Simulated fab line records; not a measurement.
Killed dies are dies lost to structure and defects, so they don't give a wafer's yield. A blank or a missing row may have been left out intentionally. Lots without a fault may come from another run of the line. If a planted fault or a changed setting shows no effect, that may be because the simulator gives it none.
Struck lot and sound lot, side by side / flow sky130 / 14 out of 708 route steps
Sound: these wafers, L460.1, L460.4, L460.5. Wafers struck: L471.3, L471.4, L471.5. At the end, the cause is stated.
At each step with rows: each side's tool, then ch and its chambers, then its first start. Under that, the readings that differ: sound wafers / struck wafers / difference of the means / sigmas: that difference in standard deviations of wafers without a fault.
alike: readings whose means differ by less than 2 such deviations, and words and numbers that are the same on both sides. not compared: withheld readings, readings that some wafer has no value for, bounds like >300 that may hide the same value, and numbers for which the record gives no deviation and whose values overlap.
A row with sigmas, a row that says differs or no value, or rows on one side alone: a step with any of these is where the two part. When numbers do not overlap yet have no deviation, they are printed without sigmas and do not part them. Lack of a reading on every wafer of one side parts them only where that side has two or more wafers.

SKY_POLY_GATE_CD_MEAS_22:
  struck on cd sem-01, day 20 18:36; sound on cd sem-01, day 16 07:13
  alike: cd nm
then, 7 steps without rows for these wafers: SKY_LDD_N_DEHYDRATE_00 (time 60 s); SKY_LDD_N_HMDS_01 (prime time 60 s); SKY_LDD_N_COAT_02 (resist thk 300 nm); SKY_LDD_N_SOFTBAKE_03 (time 60 s); SKY_LDD_N_EXPOSE_04 (exposes mask NTM, target cd 840 nm); SKY_LDD_N_PEB_05; SKY_LDD_N_DEVELOP_06 (develop time 60 s).
SKY_LDD_N_OVL_MEAS_07:
  struck on overlay-02, day 22 01:23; sound on overlay-02, day 17 11:41
  alike: LDD_N_OVL
then, 3 steps without rows for these wafers: SKY_LDD_N_IMPLANT_08; SKY_LDD_N_IMPLANT_09; SKY_LDD_N_IMPLANT_10.
SKY_LDD_N_IMPLANT_11:
  sound on implanter-03 ch 0, day 17 12:10; struck on implanter-02 ch 0, day 22 01:55
reading=dose ions cm2; sound=7.486e+13 7.492e+13 7.498e+13; struck=8.028e+13 8.032e+13 8.018e+13; difference=+5.340e+12; sigmas=+64
reading=faraday current uA; sound=409 423 432; struck=455 451 453; difference=+32; sigmas=+4
after that, 1 step had no rows for these wafers: SKY_LDD_N_IMPLANT_12.

## WHERE THEY PART
At SKY_LDD_N_IMPLANT_11 and nowhere else, as far as this record goes.

WHY: the cause the simulator had injected
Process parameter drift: implanter-02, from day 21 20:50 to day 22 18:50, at SKY_LDD_N_IMPLANT_11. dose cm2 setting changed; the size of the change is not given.
